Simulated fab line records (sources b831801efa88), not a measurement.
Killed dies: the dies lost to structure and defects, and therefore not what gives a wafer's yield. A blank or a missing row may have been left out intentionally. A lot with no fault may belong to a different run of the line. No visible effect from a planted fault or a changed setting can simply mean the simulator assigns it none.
fab line records / flow gf180mcu
[record] lots = 6 wafers = 18 lastDay = 34
route steps=602 shown POLY_GATE@157 HV_LDD@176
lots with no fault: from the same line, run without faults
startH: the number of hours between the record's first day and the start of the first shown wafer of the lot / waitH: hours from the lot's prior step to this one / " same as the row above / L1.1+2: several wafers, shown together as one row / - no value, or no start given / * or withheld: withheld / < > ~ a bound
route shown NAME@n: a module of which the file shows steps, and the number in the route of the first / usual: mean and standard deviation over wafers with no fault / same: alike in all rows / chamber/n: place in a boat / sites: per-site readings / _std_site: how widely they spread, as a standard deviation / _edge_site: the outer-site mean with the inner-site mean subtracted / radiusMm: how far each site lies from the wafer's centre / mask NAME#n: copy n / behind: the most recent tool/chamber to have shaped the wafer / hold: why the lot was held/for how many hours/how that ended / device: transistor that didn't switch, given as n, p or np / end of line: tests of these same wafers at the route's end / for a step that has no rows: nothing shown but its recipe / killed: dies lost to structure and defects at the first sort, not the wafer's yield / map: dies across one wafer; x = killed, . = not, _ = none there
set.NAME: setting as actually run; set.NAME@STEP: the setting as run at that earlier step / model.NAME: the simulator's own value behind a step, which no gauge read
lots seen at some steps along the route; tables by step, rows by wafer
services: the hour from which a tool's chamber was out of use, counted from the record's first day as startH (under 0 if before that day), plus the number of hours and why
[[steps]]
[step GF_POLY_GATE_CVD_00]
[recipe] material = poly-Si targetThkNm = 200 tempC = 620 timeS = 1200 pressureMtorr = 200
[step GF_POLY_GATE_THK_MEAS_01]
[recipe] reads = poly-Si_of_POLY_GATE_CVD_00
[usual] POLY_GATE_CVD_00_THK = 200.9/1.7
lot.wafer=L613.1 tool=filmMetro-01 chamber=- startH=212.01 waitH=0.0 POLY_GATE_CVD_00_THK[nm]=200.7
lot.wafer=L613.3 tool=filmMetro-01 chamber=- startH=212.01 waitH=0.0 POLY_GATE_CVD_00_THK[nm]=199.1
lot.wafer=L613.4 tool=filmMetro-01 chamber=- startH=212.01 waitH=0.0 POLY_GATE_CVD_00_THK[nm]=200.8
lot.wafer=L614.1 tool=filmMetro-03 chamber=- startH=220.36 waitH=0.0 POLY_GATE_CVD_00_THK[nm]=204.0
lot.wafer=L614.3 tool=filmMetro-03 chamber=- startH=220.36 waitH=0.0 POLY_GATE_CVD_00_THK[nm]=203.1
lot.wafer=L614.5 tool=filmMetro-03 chamber=- startH=220.36 waitH=0.0 POLY_GATE_CVD_00_THK[nm]=202.8
lot.wafer=L615.1 tool=filmMetro-03 chamber=- startH=227.93 waitH=0.0 POLY_GATE_CVD_00_THK[nm]=199.4
lot.wafer=L615.3 tool=filmMetro-03 chamber=- startH=227.93 waitH=0.0 POLY_GATE_CVD_00_THK[nm]=201.0
lot.wafer=L615.6 tool=filmMetro-03 chamber=- startH=227.93 waitH=0.0 POLY_GATE_CVD_00_THK[nm]=199.3
lot.wafer=L626.1 tool=filmMetro-04 chamber=- startH=305.30 waitH=0.0 POLY_GATE_CVD_00_THK[nm]=199.1
lot.wafer=L626.3 tool=filmMetro-04 chamber=- startH=305.30 waitH=0.0 POLY_GATE_CVD_00_THK[nm]=199.2
lot.wafer=L626.6 tool=filmMetro-04 chamber=- startH=305.30 waitH=0.0 POLY_GATE_CVD_00_THK[nm]=199.9
lot.wafer=L630.1 tool=filmMetro-01 chamber=- startH=341.40 waitH=0.0 POLY_GATE_CVD_00_THK[nm]=204.4
lot.wafer=L630.3 tool=filmMetro-01 chamber=- startH=341.40 waitH=0.0 POLY_GATE_CVD_00_THK[nm]=206.2
lot.wafer=L630.5 tool=filmMetro-01 chamber=- startH=341.40 waitH=0.0 POLY_GATE_CVD_00_THK[nm]=203.7
lot.wafer=L631.2 tool=filmMetro-01 chamber=- startH=349.41 waitH=0.0 POLY_GATE_CVD_00_THK[nm]=198.7
lot.wafer=L631.5 tool=filmMetro-01 chamber=- startH=349.41 waitH=0.0 POLY_GATE_CVD_00_THK[nm]=199.3
lot.wafer=L631.6 tool=filmMetro-01 chamber=- startH=349.41 waitH=0.0 POLY_GATE_CVD_00_THK[nm]=197.7
[step GF_POLY_GATE_DEHYDRATE_02]
[recipe] tempC = 200 timeS = 60
[step GF_POLY_GATE_HMDS_03]
[recipe] primeTimeS = 60 primeTempC = 120
[step GF_POLY_GATE_COAT_04]
[recipe] resist = BARC tempC = withheld timeS = withheld spinRpm = withheld resistThkNm = withheld
[step GF_POLY_GATE_COAT_05]
[recipe] resist = KrF spinRpm = withheld resistThkNm = 700
[step GF_POLY_GATE_SOFTBAKE_06]
[recipe] tempC = 130 timeS = 60 resist = KrF
[step GF_POLY_GATE_EXPOSE_07]
[recipe] maskId = Poly2 targetCdNm = 280 na = 0.68 sourceShape = conventional sigmaOuter = 0.6 doseMj = 28
[step GF_POLY_GATE_PEB_08]
[recipe] pebTempC = 135 pebTimeS = 90 resist = KrF
[step GF_POLY_GATE_DEVELOP_09]
[recipe] developTimeS = 60 resist = KrF devTempC = 21
[step GF_POLY_GATE_CD_MEAS_10]
[recipe] targetCdNm = 280
[usual] cdNm = 280.0/1.5
lot.wafer=L613.1 tool=cdSem-02 chamber=- startH=230.28 waitH=0.1 cdNm=280.8
lot.wafer=L613.3 tool=cdSem-02 chamber=- startH=230.28 waitH=0.1 cdNm=280.3
lot.wafer=L613.4 tool=cdSem-02 chamber=- startH=230.28 waitH=0.1 cdNm=280.9
lot.wafer=L614.1 tool=cdSem-02 chamber=- startH=238.10 waitH=0.1 cdNm=279.7
lot.wafer=L614.3 tool=cdSem-02 chamber=- startH=238.10 waitH=0.1 cdNm=280.1
lot.wafer=L614.5 tool=cdSem-02 chamber=- startH=238.10 waitH=0.1 cdNm=279.6
lot.wafer=L615.1 tool=cdSem-02 chamber=- startH=246.53 waitH=0.1 cdNm=278.7
lot.wafer=L615.3 tool=cdSem-02 chamber=- startH=246.53 waitH=0.1 cdNm=278.5
lot.wafer=L615.6 tool=cdSem-02 chamber=- startH=246.53 waitH=0.1 cdNm=278.7
lot.wafer=L626.1 tool=cdSem-02 chamber=- startH=325.78 waitH=0.1 cdNm=276.5
lot.wafer=L626.3 tool=cdSem-02 chamber=- startH=325.78 waitH=0.1 cdNm=276.1
lot.wafer=L626.6 tool=cdSem-02 chamber=- startH=325.78 waitH=0.1 cdNm=278.2
lot.wafer=L630.1 tool=cdSem-02 chamber=- startH=363.54 waitH=0.1 cdNm=281.0
lot.wafer=L630.3 tool=cdSem-02 chamber=- startH=363.54 waitH=0.1 cdNm=282.6
lot.wafer=L630.5 tool=cdSem-02 chamber=- startH=363.54 waitH=0.1 cdNm=282.0
lot.wafer=L631.2 tool=cdSem-02 chamber=- startH=371.01 waitH=0.1 cdNm=279.8
lot.wafer=L631.5 tool=cdSem-02 chamber=- startH=371.01 waitH=0.1 cdNm=280.5
lot.wafer=L631.6 tool=cdSem-02 chamber=- startH=371.01 waitH=0.1 cdNm=278.0
[step GF_POLY_GATE_OVL_MEAS_11]
[usual] POLY_GATE_OVL = 3/5.5
lot.wafer=L613.1 tool=overlay-02 chamber=- startH=230.40 waitH=0.1 POLY_GATE_OVL[nm]=9
lot.wafer=L613.3 tool=overlay-02 chamber=- startH=230.40 waitH=0.1 POLY_GATE_OVL[nm]=7
lot.wafer=L613.4 tool=overlay-02 chamber=- startH=230.40 waitH=0.1 POLY_GATE_OVL[nm]=4
lot.wafer=L614.1 tool=overlay-01 chamber=- startH=238.22 waitH=0.1 POLY_GATE_OVL[nm]=9
lot.wafer=L614.3 tool=overlay-01 chamber=- startH=238.22 waitH=0.1 POLY_GATE_OVL[nm]=2
lot.wafer=L614.5 tool=overlay-01 chamber=- startH=238.22 waitH=0.1 POLY_GATE_OVL[nm]=12
lot.wafer=L615.1 tool=overlay-01 chamber=- startH=246.65 waitH=0.1 POLY_GATE_OVL[nm]=5
lot.wafer=L615.3 tool=overlay-01 chamber=- startH=246.65 waitH=0.1 POLY_GATE_OVL[nm]=10
lot.wafer=L615.6 tool=overlay-01 chamber=- startH=246.65 waitH=0.1 POLY_GATE_OVL[nm]=5
lot.wafer=L626.1 tool=overlay-02 chamber=- startH=325.90 waitH=0.1 POLY_GATE_OVL[nm]=-4
lot.wafer=L626.3 tool=overlay-02 chamber=- startH=325.90 waitH=0.1 POLY_GATE_OVL[nm]=-1
lot.wafer=L626.6 tool=overlay-02 chamber=- startH=325.90 waitH=0.1 POLY_GATE_OVL[nm]=6
lot.wafer=L630.1 tool=overlay-01 chamber=- startH=363.66 waitH=0.1 POLY_GATE_OVL[nm]=-1
lot.wafer=L630.3 tool=overlay-01 chamber=- startH=363.66 waitH=0.1 POLY_GATE_OVL[nm]=-4
lot.wafer=L630.5 tool=overlay-01 chamber=- startH=363.66 waitH=0.1 POLY_GATE_OVL[nm]=-6
lot.wafer=L631.2 tool=overlay-01 chamber=- startH=371.12 waitH=0.1 POLY_GATE_OVL[nm]=1
lot.wafer=L631.5 tool=overlay-01 chamber=- startH=371.12 waitH=0.1 POLY_GATE_OVL[nm]=5
lot.wafer=L631.6 tool=overlay-01 chamber=- startH=371.12 waitH=0.1 POLY_GATE_OVL[nm]=1
[step GF_POLY_GATE_ETCH_12]
[recipe] chemistry = N2/H2 targetDepthA = withheld overetchA = withheld timeS = withheld target = BARC ionEnergyEv = 200 sourceW = 500 biasW = 100 pressureMtorr = 30 n2FlowSccm = 100 h2FlowSccm = 200
[usual] biasW = 99.98/0.29 chamberPressureMTorr = 30.00/0.035 drypumpMotorCurrentA = 5.9/0.45 oesProductAu = 0.735/0.0043 throttleValvePct = 13.214/0.0088
lot.wafer=L613.1 tool=rieDiel-03 chamber=1 startH=230.43 waitH=0.0 biasW=100.06 chamberPressureMTorr=30.02 drypumpMotorCurrentA=6.2 oesProductAu=0.734 throttleValvePct=13.216
lot.wafer=L613.3 tool=rieDiel-03 chamber=0 startH=230.43 waitH=0.0 biasW=99.73 chamberPressureMTorr=29.98 drypumpMotorCurrentA=5.8 oesProductAu=0.730 throttleValvePct=13.208
lot.wafer=L613.4 tool=rieDiel-03 chamber=1 startH=230.43 waitH=0.0 biasW=99.81 chamberPressureMTorr=29.99 drypumpMotorCurrentA=6.2 oesProductAu=0.746 throttleValvePct=13.225
lot.wafer=L614.1 tool=rieDiel-02 chamber=0 startH=238.25 waitH=0.0 biasW=- chamberPressureMTorr=- drypumpMotorCurrentA=- oesProductAu=- throttleValvePct=-
lot.wafer=L614.3 tool=rieDiel-02 chamber=3 startH=238.25 waitH=0.0 biasW=- chamberPressureMTorr=- drypumpMotorCurrentA=- oesProductAu=- throttleValvePct=-
lot.wafer=L614.5 tool=rieDiel-02 chamber=3 startH=238.25 waitH=0.0 biasW=- chamberPressureMTorr=- drypumpMotorCurrentA=- oesProductAu=- throttleValvePct=-
lot.wafer=L615.1 tool=rieDiel-04 chamber=0 startH=246.68 waitH=0.0 biasW=- chamberPressureMTorr=- drypumpMotorCurrentA=- oesProductAu=- throttleValvePct=-
lot.wafer=L615.3 tool=rieDiel-04 chamber=3 startH=246.68 waitH=0.0 biasW=- chamberPressureMTorr=- drypumpMotorCurrentA=- oesProductAu=- throttleValvePct=-
lot.wafer=L615.6 tool=rieDiel-04 chamber=0 startH=246.68 waitH=0.0 biasW=- chamberPressureMTorr=- drypumpMotorCurrentA=- oesProductAu=- throttleValvePct=-
lot.wafer=L626.1 tool=rieDiel-04 chamber=3 startH=325.93 waitH=0.0 biasW=99.59 chamberPressureMTorr=30.02 drypumpMotorCurrentA=5.6 oesProductAu=0.733 throttleValvePct=13.224
lot.wafer=L626.3 tool=rieDiel-04 chamber=2 startH=325.93 waitH=0.0 biasW=100.09 chamberPressureMTorr=30.01 drypumpMotorCurrentA=5.7 oesProductAu=0.738 throttleValvePct=13.204
lot.wafer=L626.6 tool=rieDiel-04 chamber=2 startH=325.93 waitH=0.0 biasW=100.30 chamberPressureMTorr=29.97 drypumpMotorCurrentA=5.7 oesProductAu=0.736 throttleValvePct=13.203
lot.wafer=L630.1 tool=rieDiel-04 chamber=1 startH=363.70 waitH=0.0 biasW=99.64 chamberPressureMTorr=29.98 drypumpMotorCurrentA=5.7 oesProductAu=0.731 throttleValvePct=13.217
lot.wafer=L630.3 tool=rieDiel-04 chamber=3 startH=363.70 waitH=0.0 biasW=99.81 chamberPressureMTorr=29.97 drypumpMotorCurrentA=5.6 oesProductAu=0.732 throttleValvePct=13.219
lot.wafer=L630.5 tool=rieDiel-04 chamber=2 startH=363.70 waitH=0.0 biasW=99.76 chamberPressureMTorr=30.02 drypumpMotorCurrentA=5.7 oesProductAu=0.742 throttleValvePct=13.224
lot.wafer=L631.2 tool=rieDiel-02 chamber=0 startH=371.15 waitH=0.0 biasW=100.03 chamberPressureMTorr=30.04 drypumpMotorCurrentA=6.3 oesProductAu=0.731 throttleValvePct=13.227
lot.wafer=L631.5 tool=rieDiel-02 chamber=1 startH=371.15 waitH=0.0 biasW=99.53 chamberPressureMTorr=29.94 drypumpMotorCurrentA=5.3 oesProductAu=0.727 throttleValvePct=13.218
lot.wafer=L631.6 tool=rieDiel-02 chamber=0 startH=371.15 waitH=0.0 biasW=100.41 chamberPressureMTorr=30.00 drypumpMotorCurrentA=6.3 oesProductAu=0.730 throttleValvePct=13.213
[step GF_POLY_GATE_ETCH_13]
[recipe] target = poly-Si targetDepthNm = 198.5 stopOn = SiO2 overEtchFrac = 0.403 chemistry = HBr/Cl2 icpW = 400 biasW = 100 pressureMtorr = 10 HBr_flow_sccm = 150 Cl2_flow_sccm = 50 timeS = 69.6
[usual] HBr_flow_sccm = 150.0/0.48 biasW = 100.0/0.3 drypumpMotorCurrentA = 5.7/0.55 oesProductAu = 0.992/0.0078 throttleValvePct = 33.684/0.0093
lot.wafer=L613.1 tool=rieSi-02 chamber=0 startH=230.48 waitH=- HBr_flow_sccm=149.6 biasW=100.0 drypumpMotorCurrentA=5.6 oesProductAu=0.977 rfHoursCounterH=5 throttleValvePct=33.675
lot.wafer=L613.3 tool=rieSi-02 chamber=2 startH=230.48 waitH=- HBr_flow_sccm=150.3 biasW=99.9 drypumpMotorCurrentA=5.0 oesProductAu=0.986 rfHoursCounterH=23 throttleValvePct=33.693
lot.wafer=L613.4 tool=rieSi-02 chamber=2 startH=230.48 waitH=- HBr_flow_sccm=149.7 biasW=99.7 drypumpMotorCurrentA=5.0 oesProductAu=0.994 rfHoursCounterH=- throttleValvePct=33.677
lot.wafer=L614.1 tool=rieSi-01 chamber=1 startH=238.30 waitH=- HBr_flow_sccm=150.1 biasW=100.0 drypumpMotorCurrentA=5.7 oesProductAu=0.275 rfHoursCounterH=91 throttleValvePct=33.680
lot.wafer=L614.3 tool=rieSi-01 chamber=3 startH=238.30 waitH=- HBr_flow_sccm=149.4 biasW=99.8 drypumpMotorCurrentA=5.7 oesProductAu=0.275 rfHoursCounterH=31 throttleValvePct=33.697
lot.wafer=L614.5 tool=rieSi-01 chamber=3 startH=238.30 waitH=- HBr_flow_sccm=149.3 biasW=100.2 drypumpMotorCurrentA=5.7 oesProductAu=0.270 rfHoursCounterH=- throttleValvePct=33.664
lot.wafer=L615.1 tool=rieSi-01 chamber=1 startH=246.73 waitH=- HBr_flow_sccm=150.4 biasW=100.5 drypumpMotorCurrentA=5.7 oesProductAu=0.276 rfHoursCounterH=91 throttleValvePct=33.689
lot.wafer=L615.3 tool=rieSi-01 chamber=2 startH=246.73 waitH=- HBr_flow_sccm=149.3 biasW=100.0 drypumpMotorCurrentA=5.2 oesProductAu=0.269 rfHoursCounterH=1 throttleValvePct=33.693
lot.wafer=L615.6 tool=rieSi-01 chamber=2 startH=246.73 waitH=- HBr_flow_sccm=150.1 biasW=100.4 drypumpMotorCurrentA=5.2 oesProductAu=0.277 rfHoursCounterH=- throttleValvePct=33.681
lot.wafer=L626.1 tool=rieSi-02 chamber=2 startH=325.98 waitH=- HBr_flow_sccm=150.3 biasW=100.6 drypumpMotorCurrentA=5.0 oesProductAu=0.993 rfHoursCounterH=24 throttleValvePct=33.683
lot.wafer=L626.3 tool=rieSi-02 chamber=0 startH=325.98 waitH=- HBr_flow_sccm=149.8 biasW=99.7 drypumpMotorCurrentA=5.6 oesProductAu=0.983 rfHoursCounterH=6 throttleValvePct=33.695
lot.wafer=L626.6 tool=rieSi-02 chamber=0 startH=325.98 waitH=- HBr_flow_sccm=150.0 biasW=99.9 drypumpMotorCurrentA=5.6 oesProductAu=0.991 rfHoursCounterH=- throttleValvePct=33.686
lot.wafer=L630.1 tool=rieSi-01 chamber=0 startH=363.75 waitH=- HBr_flow_sccm=150.1 biasW=100.3 drypumpMotorCurrentA=5.5 oesProductAu=1.004 rfHoursCounterH=0 throttleValvePct=33.677
lot.wafer=L630.3 tool=rieSi-01 chamber=2 startH=363.75 waitH=- HBr_flow_sccm=150.1 biasW=99.9 drypumpMotorCurrentA=5.2 oesProductAu=1.011 rfHoursCounterH=2 throttleValvePct=33.700
lot.wafer=L630.5 tool=rieSi-01 chamber=3 startH=363.75 waitH=- HBr_flow_sccm=149.9 biasW=100.1 drypumpMotorCurrentA=5.7 oesProductAu=0.998 rfHoursCounterH=- throttleValvePct=33.684
lot.wafer=L631.2 tool=rieSi-02 chamber=0 startH=371.20 waitH=- HBr_flow_sccm=149.9 biasW=99.8 drypumpMotorCurrentA=5.6 oesProductAu=0.983 rfHoursCounterH=7 throttleValvePct=33.664
lot.wafer=L631.5 tool=rieSi-02 chamber=0 startH=371.20 waitH=- HBr_flow_sccm=149.2 biasW=99.7 drypumpMotorCurrentA=5.6 oesProductAu=0.985 rfHoursCounterH=- throttleValvePct=33.692
lot.wafer=L631.6 tool=rieSi-02 chamber=3 startH=371.20 waitH=- HBr_flow_sccm=150.2 biasW=100.6 drypumpMotorCurrentA=5.9 oesProductAu=0.985 rfHoursCounterH=- throttleValvePct=33.671
[step GF_POLY_GATE_STRIP_14]
[recipe] chemistry = O2/N2 powerW = 1400 pressureMtorr = 1500 platenTempC = 250 o2FlowSccm = 3000 n2FlowSccm = 300 overashFraction = 0.5
[usual] drypumpMotorCurrentA = 5.5/0.41 heaterPowerW = 324/32 o2FlowSccm = 3000/9.1 oesProductAu = 0.505/0.0045
lot.wafer=L613.1 tool=plasmaAsher-01 chamber=1 startH=230.54 waitH=0.0 drypumpMotorCurrentA=5.9 heaterPowerW=326 o2FlowSccm=2991 oesProductAu=0.498 rfHoursCounterH=63
lot.wafer=L613.3 tool=plasmaAsher-01 chamber=0 startH=230.54 waitH=0.0 drypumpMotorCurrentA=5.8 heaterPowerW=337 o2FlowSccm=3000 oesProductAu=0.505 rfHoursCounterH=-
lot.wafer=L613.4 tool=plasmaAsher-01 chamber=1 startH=230.54 waitH=0.0 drypumpMotorCurrentA=5.9 heaterPowerW=326 o2FlowSccm=2981 oesProductAu=0.509 rfHoursCounterH=-
lot.wafer=L614.1 tool=plasmaAsher-02 chamber=0 startH=238.36 waitH=0.0 drypumpMotorCurrentA=5.3 heaterPowerW=317 o2FlowSccm=2996 oesProductAu=0.524 rfHoursCounterH=36
lot.wafer=L614.3 tool=plasmaAsher-02 chamber=0 startH=238.36 waitH=0.0 drypumpMotorCurrentA=5.3 heaterPowerW=314 o2FlowSccm=2990 oesProductAu=0.533 rfHoursCounterH=-
lot.wafer=L614.5 tool=plasmaAsher-02 chamber=1 startH=238.36 waitH=0.0 drypumpMotorCurrentA=5.0 heaterPowerW=366 o2FlowSccm=2993 oesProductAu=0.526 rfHoursCounterH=-
lot.wafer=L615.1 tool=plasmaAsher-03 chamber=0 startH=246.79 waitH=0.0 drypumpMotorCurrentA=6.1 heaterPowerW=264 o2FlowSccm=2991 oesProductAu=0.531 rfHoursCounterH=60
lot.wafer=L615.3 tool=plasmaAsher-03 chamber=0 startH=246.79 waitH=0.0 drypumpMotorCurrentA=6.1 heaterPowerW=266 o2FlowSccm=2998 oesProductAu=0.528 rfHoursCounterH=-
lot.wafer=L615.6 tool=plasmaAsher-03 chamber=0 startH=246.79 waitH=0.0 drypumpMotorCurrentA=6.1 heaterPowerW=263 o2FlowSccm=3000 oesProductAu=0.528 rfHoursCounterH=-
lot.wafer=L626.1 tool=plasmaAsher-03 chamber=0 startH=326.04 waitH=0.0 drypumpMotorCurrentA=6.1 heaterPowerW=260 o2FlowSccm=3008 oesProductAu=0.508 rfHoursCounterH=68
lot.wafer=L626.3 tool=plasmaAsher-03 chamber=1 startH=326.04 waitH=0.0 drypumpMotorCurrentA=5.8 heaterPowerW=331 o2FlowSccm=3007 oesProductAu=0.502 rfHoursCounterH=-
lot.wafer=L626.6 tool=plasmaAsher-03 chamber=0 startH=326.04 waitH=0.0 drypumpMotorCurrentA=6.1 heaterPowerW=271 o2FlowSccm=3005 oesProductAu=0.489 rfHoursCounterH=-
lot.wafer=L630.1 tool=plasmaAsher-01 chamber=0 startH=363.80 waitH=0.0 drypumpMotorCurrentA=5.8 heaterPowerW=341 o2FlowSccm=3007 oesProductAu=0.508 rfHoursCounterH=77
lot.wafer=L630.3 tool=plasmaAsher-01 chamber=1 startH=363.80 waitH=0.0 drypumpMotorCurrentA=5.8 heaterPowerW=336 o2FlowSccm=2990 oesProductAu=0.507 rfHoursCounterH=-
lot.wafer=L630.5 tool=plasmaAsher-01 chamber=0 startH=363.80 waitH=0.0 drypumpMotorCurrentA=5.8 heaterPowerW=348 o2FlowSccm=3002 oesProductAu=0.507 rfHoursCounterH=-
lot.wafer=L631.2 tool=plasmaAsher-02 chamber=1 startH=371.25 waitH=0.0 drypumpMotorCurrentA=5.0 heaterPowerW=357 o2FlowSccm=2989 oesProductAu=0.497 rfHoursCounterH=50
lot.wafer=L631.5 tool=plasmaAsher-02 chamber=0 startH=371.25 waitH=0.0 drypumpMotorCurrentA=5.3 heaterPowerW=321 o2FlowSccm=2996 oesProductAu=0.496 rfHoursCounterH=-
lot.wafer=L631.6 tool=plasmaAsher-02 chamber=1 startH=371.25 waitH=0.0 drypumpMotorCurrentA=5.0 heaterPowerW=362 o2FlowSccm=3000 oesProductAu=0.505 rfHoursCounterH=-
[step GF_POLY_GATE_CLEAN_15]
[recipe] chemistry = SC1/SC2 mix = 1:4:20 tempC = 70 timeS = 150 dry = n2Spin
[step GF_POLY_GATE_OXIDATION_16]
[recipe] tempC = 850 ambient = O2 stabiliseS = 600 purgeS = 300 targetThkA = 40 oxTimeS = 899
[step GF_POLY_GATE_THK_MEAS_17]
[recipe] reads = SiO2_of_POLY_GATE_OXIDATION_16
[usual] POLY_GATE_OXIDATION_THK = 3.96/0.08
lot.wafer=L613.1 tool=filmMetro-04 chamber=- startH=232.99 waitH=0.0 POLY_GATE_OXIDATION_THK[nm]=3.93
lot.wafer=L613.3 tool=filmMetro-04 chamber=- startH=232.99 waitH=0.0 POLY_GATE_OXIDATION_THK[nm]=4.02
lot.wafer=L613.4 tool=filmMetro-04 chamber=- startH=232.99 waitH=0.0 POLY_GATE_OXIDATION_THK[nm]=4.03
lot.wafer=L614.1 tool=filmMetro-03 chamber=- startH=239.81 waitH=0.0 POLY_GATE_OXIDATION_THK[nm]=4.11
lot.wafer=L614.3 tool=filmMetro-03 chamber=- startH=239.81 waitH=0.0 POLY_GATE_OXIDATION_THK[nm]=4.07
lot.wafer=L614.5 tool=filmMetro-03 chamber=- startH=239.81 waitH=0.0 POLY_GATE_OXIDATION_THK[nm]=4.03
lot.wafer=L615.1 tool=filmMetro-03 chamber=- startH=248.76 waitH=0.0 POLY_GATE_OXIDATION_THK[nm]=3.82
lot.wafer=L615.3 tool=filmMetro-03 chamber=- startH=248.76 waitH=0.0 POLY_GATE_OXIDATION_THK[nm]=3.91
lot.wafer=L615.6 tool=filmMetro-03 chamber=- startH=248.76 waitH=0.0 POLY_GATE_OXIDATION_THK[nm]=3.95
lot.wafer=L626.1 tool=filmMetro-01 chamber=- startH=327.76 waitH=0.0 POLY_GATE_OXIDATION_THK[nm]=4.03
lot.wafer=L626.3 tool=filmMetro-01 chamber=- startH=327.76 waitH=0.0 POLY_GATE_OXIDATION_THK[nm]=3.97
lot.wafer=L626.6 tool=filmMetro-01 chamber=- startH=327.76 waitH=0.0 POLY_GATE_OXIDATION_THK[nm]=4.08
lot.wafer=L630.1 tool=filmMetro-03 chamber=- startH=365.21 waitH=0.0 POLY_GATE_OXIDATION_THK[nm]=3.84
lot.wafer=L630.3 tool=filmMetro-03 chamber=- startH=365.21 waitH=0.0 POLY_GATE_OXIDATION_THK[nm]=3.82
lot.wafer=L630.5 tool=filmMetro-03 chamber=- startH=365.21 waitH=0.0 POLY_GATE_OXIDATION_THK[nm]=3.89
lot.wafer=L631.2 tool=filmMetro-03 chamber=- startH=373.72 waitH=0.0 POLY_GATE_OXIDATION_THK[nm]=3.96
lot.wafer=L631.5 tool=filmMetro-03 chamber=- startH=373.72 waitH=0.0 POLY_GATE_OXIDATION_THK[nm]=3.91
lot.wafer=L631.6 tool=filmMetro-03 chamber=- startH=373.72 waitH=0.0 POLY_GATE_OXIDATION_THK[nm]=3.85
[step GF_POLY_GATE_CD_MEAS_18]
[usual] cdNm = 280.3/1.8
lot.wafer=L613.1 tool=cdSem-01 chamber=- startH=233.05 waitH=0.1 cdNm=281.6
lot.wafer=L613.3 tool=cdSem-01 chamber=- startH=233.05 waitH=0.1 cdNm=279.6
lot.wafer=L613.4 tool=cdSem-01 chamber=- startH=233.05 waitH=0.1 cdNm=282.8
lot.wafer=L614.1 tool=cdSem-02 chamber=- startH=239.87 waitH=0.1 cdNm=-
lot.wafer=L614.3 tool=cdSem-02 chamber=- startH=239.87 waitH=0.1 cdNm=-
lot.wafer=L614.5 tool=cdSem-02 chamber=- startH=239.87 waitH=0.1 cdNm=-
lot.wafer=L615.1 tool=cdSem-01 chamber=- startH=248.82 waitH=0.1 cdNm=-
lot.wafer=L615.3 tool=cdSem-01 chamber=- startH=248.82 waitH=0.1 cdNm=-
lot.wafer=L615.6 tool=cdSem-01 chamber=- startH=248.82 waitH=0.1 cdNm=-
lot.wafer=L626.1 tool=cdSem-02 chamber=- startH=327.82 waitH=0.1 cdNm=277.1
lot.wafer=L626.3 tool=cdSem-02 chamber=- startH=327.82 waitH=0.1 cdNm=274.8
lot.wafer=L626.6 tool=cdSem-02 chamber=- startH=327.82 waitH=0.1 cdNm=278.0
lot.wafer=L630.1 tool=cdSem-02 chamber=- startH=365.27 waitH=0.1 cdNm=278.7
lot.wafer=L630.3 tool=cdSem-02 chamber=- startH=365.27 waitH=0.1 cdNm=282.4
lot.wafer=L630.5 tool=cdSem-02 chamber=- startH=365.27 waitH=0.1 cdNm=280.8
lot.wafer=L631.2 tool=cdSem-02 chamber=- startH=373.81 waitH=0.1 cdNm=279.9
lot.wafer=L631.5 tool=cdSem-02 chamber=- startH=373.81 waitH=0.1 cdNm=278.9
lot.wafer=L631.6 tool=cdSem-02 chamber=- startH=373.81 waitH=0.1 cdNm=278.3
[step GF_HV_LDD_DEHYDRATE_00]
[recipe] tempC = 200 timeS = 60
[[services]]
tool=rieDiel-03 chamber=3 startH=213.46 hours=- kind=clean
tool=rieDiel-03 chamber=3 startH=213.46 hours=22.6 kind=scheduledDown
tool=rieDiel-03 chamber=3 startH=213.46 hours=22.6 kind=ventCycle
tool=plasmaAsher-01 chamber=- startH=218.55 hours=10.0 kind=pm
tool=rieDiel-03 chamber=2 startH=224.01 hours=4.5 kind=repair
tool=rieDiel-03 chamber=0 startH=224.18 hours=2.0 kind=repair
tool=rieDiel-02 chamber=- startH=232.13 hours=2.8 kind=pm
tool=rieDiel-04 chamber=2 startH=271.65 hours=10.0 kind=repair
tool=plasmaAsher-03 chamber=- startH=281.28 hours=2.8 kind=repair
tool=rieSi-01 chamber=0 startH=309.11 hours=- kind=clean
tool=rieSi-01 chamber=0 startH=309.11 hours=15.4 kind=scheduledDown
tool=rieSi-01 chamber=0 startH=309.11 hours=15.4 kind=ventCycle
tool=rieDiel-02 chamber=- startH=311.37 hours=14.6 kind=pm
tool=rieDiel-02 chamber=1 startH=325.97 hours=- kind=clean
tool=rieDiel-02 chamber=1 startH=325.97 hours=12.1 kind=scheduledDown
tool=rieDiel-02 chamber=1 startH=325.97 hours=12.1 kind=ventCycle
tool=rieDiel-02 chamber=- startH=332.95 hours=0.3 kind=repair
tool=plasmaAsher-01 chamber=- startH=334.46 hours=6.2 kind=repair
tool=plasmaAsher-02 chamber=- startH=338.81 hours=0.4 kind=repair
tool=rieSi-01 chamber=1 startH=344.37 hours=- kind=clean
tool=rieSi-01 chamber=1 startH=344.37 hours=22.6 kind=scheduledDown
tool=rieSi-01 chamber=1 startH=344.37 hours=22.6 kind=ventCycle
tool=rieDiel-04 chamber=3 startH=349.49 hours=7.3 kind=repair
tool=rieDiel-03 chamber=0 startH=371.10 hours=4.9 kind=repair
[[key]]
[firstSign] step = GF_POLY_GATE_ETCH_12 reading = toolRecord direction = missing
[effect] step = GF_POLY_GATE_ETCH_13 reading = oesProductAu direction = down sigmas = 92 usual = 0.992 struck = 0.274
[effect] step = GF_POLY_GATE_STRIP_14 reading = oesProductAu direction = up sigmas = 5.3 usual = 0.505 struck = 0.528
[effect] step = GF_POLY_GATE_CD_MEAS_18 reading = cdNm direction = missing
metAt GF_POLY_GATE_ETCH_12
struckWafers L614.1,L614.3,L614.5,L615.1,L615.3,L615.6
laterRowsLeftOut L614.1,L614.3,L614.5,L615.1,L615.3,L615.6
sortLeftOut L614.1,L614.3,L614.5,L615.1,L615.3,L615.6
testerLeftOut L614,L615
[fault] kind = skippedStepWhole tool = rieDiel-02,rieDiel-04 chamber = - onsetH = 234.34 steps = GF_POLY_GATE_ETCH_12 scope = struckLotsOnly
// testerLeftOut: of these lots the tester's yield and bins aren't shown, on N5 and GAA mostly nor the transistor test; their killed dies are dies lost to structure and defects alone, not to doping, threshold or leakage, so they don't give the yield
// sortLeftOut: the simulated sort isn't trusted on such a fault, so these wafers' sort isn't shown, and their yield isn't known
// laterRowsLeftOut: the simulator's readings of these wafers behind a module that went badly wrong aren't trusted and aren't shown, but for the sort
